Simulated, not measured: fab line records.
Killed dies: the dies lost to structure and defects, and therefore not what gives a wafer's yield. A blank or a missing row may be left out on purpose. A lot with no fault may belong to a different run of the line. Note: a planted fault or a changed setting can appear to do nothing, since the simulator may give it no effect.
The tool behind it: which one?    flow gf180mcu    12 lots, 36 wafers sampled, at 5 steps of a route of 602

== WHAT EACH GAUGE READ, for each wafer ==
GF_HV_LDD_OVL_MEAS_08.
lot   measured      on          HV_LDD_OVL (nm)
L822  day 10 01:40  overlay-01  1.2 1.4 -0.5
L823  day 10 09:41  overlay-02  -2.6 -1.8 -3.6
L824  day 10 12:49  overlay-01  -0.9 -0.2 0.2
L825  day 11 02:13  overlay-01  0.3 -0.1 0.0
L826  day 11 05:04  overlay-02  -0.9 -0.1 -1.2
L827  day 11 14:29  overlay-02  1.8 0.1 -0.2
L836  day 14 05:46  overlay-02  -104.3 -104.8 -102.8
L837  day 14 12:52  overlay-01  -105.6 -105.3 -105.0
L838  day 14 22:07  overlay-01  0.9 1.3 -0.8
L841  day 15 19:35  overlay-01  2.0 0.8 1.1
L842  day 16 02:28  overlay-01  0.7 0.5 -0.3
L844  day 16 20:45  overlay-01  2.1 0.6 1.3

GF_M1_OVL_MEAS_15.
lot   measured      on          M1_OVL (nm)
L822  day 17 04:05  overlay-02  1 2 -5
L823  day 17 13:37  overlay-01  4 -1 8
L824  day 17 19:19  overlay-01  -1 -1 1
L825  day 18 10:52  overlay-01  8 3 2
L826  day 18 16:16  overlay-01  -14 7 -4
L827  day 19 05:04  overlay-01  6 10 2
L836  day 22 06:37  overlay-01  6 5 4
L837  day 22 14:22  overlay-02  -3 -13 -11
L838  day 23 00:38  overlay-01  -3 -2 -2
L841  day 23 21:49  overlay-02  4 3 -2
L842  day 24 07:40  overlay-01  2 4 5
L844  day 24 22:47  overlay-02  -1 -4 1

== WHICH TOOL RAN EACH LOT (tool, then ch and the chambers of the sampled wafers, then the start) ==
lot   GF_HV_LDD_EXPOSE_04                  GF_CONTACT_CVD_24              GF_CONTACT_CMP_27
L822  iline-stepper-01 ch 0, day 9 17:10   cvd-w-02 ch 0,1, day 16 04:31  cmp-01 ch 0,1,3, day 16 04:48
L823  iline-stepper-01 ch 0, day 10 00:34  cvd-w-02 ch 0,1, day 16 13:22  cmp-01 ch 0,1,2, day 16 13:48
L824  iline-stepper-02 ch 0, day 10 03:55  cvd-w-01 ch 0,1, day 16 18:58  cmp-01 ch 0,2, day 16 19:18
L825  iline-stepper-02 ch 0, day 10 17:10  cvd-w-02 ch 0,1, day 17 10:37  cmp-02 ch 0,1,3, day 17 10:54
L826  iline-stepper-02 ch 0, day 10 19:57  cvd-w-02 ch 0,1, day 17 15:53  cmp-02 ch 1,2,3, day 17 16:10
L827  iline-stepper-02 ch 0, day 11 05:04  cvd-w-01 ch 0,1, day 18 04:07  cmp-01 ch 0,1,3, day 18 04:30
L836  iline-stepper-02 ch 0, day 13 19:32  cvd-w-02 ch 0,1, day 21 06:22  cmp-02 ch 2,3, day 21 06:39
L837  iline-stepper-02 ch 0, day 14 02:30  cvd-w-01 ch 1, day 21 15:11    cmp-02 ch 1,2, day 21 15:34
L838  iline-stepper-01 ch 0, day 14 11:39  cvd-w-02 ch 0, day 22 01:29    cmp-01 ch 0,1,2, day 22 01:49
L841  iline-stepper-01 ch 0, day 15 09:02  cvd-w-02 ch 0, day 22 22:44    cmp-01 ch 1,2,3, day 22 23:04
L842  iline-stepper-01 ch 0, day 15 16:19  cvd-w-02 ch 1, day 23 08:29    cmp-01 ch 0,1,3, day 23 08:52
L844  iline-stepper-01 ch 0, day 16 09:22  cvd-w-01 ch 0,1, day 23 23:44  cmp-02 ch 1,2,3, day 24 00:01
- GF_HV_LDD_EXPOSE_04: exposes mask Nplus LV AREA, target cd 400 nm.
- GF_CONTACT_CVD_24: deposits W, target thk 300 nm, time 90.339 s.
- GF_CONTACT_CMP_27: polishes, stops on SiO2, t overpolish 15 s, target thk 0 nm.

== WHAT THE TOOLS THEMSELVES READ (means of the sampled wafers that have a number; where no wafer has one, the mark that the record gives instead) ==
GF_CONTACT_CVD_24.
lot   tool      heater-power-w (W)  susceptor-temp-C (C)
L822  cvd-w-02  844                 400.24
L823  cvd-w-02  831                 400.08
L824  cvd-w-01  970                 400.17
L825  cvd-w-02  858                 400.04
L826  cvd-w-02  856                 399.79
L827  cvd-w-01  921                 399.80
L836  cvd-w-02  829                 400.28
L837  cvd-w-01  941                 400.08
L838  cvd-w-02  881                 400.29
L841  cvd-w-02  867                 400.37
L842  cvd-w-02  834                 400.27
L844  cvd-w-01  864                 399.87

GF_CONTACT_CMP_27.
lot   tool    motor-current-A (A)  overpolish-run-s (s)  time-to-endpoint-s (s)
L822  cmp-01  9.4                  15.007                73
L823  cmp-01  9.8                  14.993                76
L824  cmp-01  9.5                  15.008                77
L825  cmp-02  11.7                 14.999                67
L826  cmp-02  12.1                 15.000                71
L827  cmp-01  9.8                  15.001                76
L836  cmp-02  11.1                 14.993                72
L837  cmp-02  13.3                 15.001                70
L838  cmp-01  9.8                  15.002                72
L841  cmp-01  10.8                 14.999                72
L842  cmp-01  9.7                  15.004                72
L844  cmp-02  11.7                 15.003                69

== THE ANSWER, worked out from the rows above alone ==
Rule: what is usual is taken from the lots themselves. The widest of any qualifying gaps counts: lots, ordered by their means at a reading, are off when they make up no more than a third of the lots, leave a main group of 4 or more, and stand apart from it by 3 or more times the standard deviation of that group's means. A main group is skipped when, at the precision printed for the reading in the tables above, its means are all equal. Also off: a lot with no number at a reading for which 4 or more lots have one. All remaining lots with rows at the step are treated as sound. The gauges are gone through in route order, then the tools' own readings, and for those a lot's mean is taken as printed above. At the first step where some lot is off, the reading lying furthest off is the one used; lots without a number count as furthest.
Off: L836, L837, at GF_HV_LDD_OVL_MEAS_08 (HV_LDD_OVL). The main group has a mean of 0.1 nm with a standard deviation of 1.1.
A tool fits if, at a process step before that reading, it ran every lot that is off, and no sound lot after the first of them. Those tools and the gauges at GF_HV_LDD_OVL_MEAS_08 are tried in the same way. One fits: GF_HV_LDD_EXPOSE_04 on iline-stepper-02. Its last sound lot is L827 (day 11 05:04), its first lot that is off L836 (day 13 19:32): a fault that began between those two fits.

== WHAT THE SIMULATOR PUT IN ==
Scanner matching overlay: iline-stepper-02, from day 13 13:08 on, at GF_HV_LDD_EXPOSE_04. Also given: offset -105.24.
Lots struck among those shown: L836, L837. This agrees with what the rule above found.
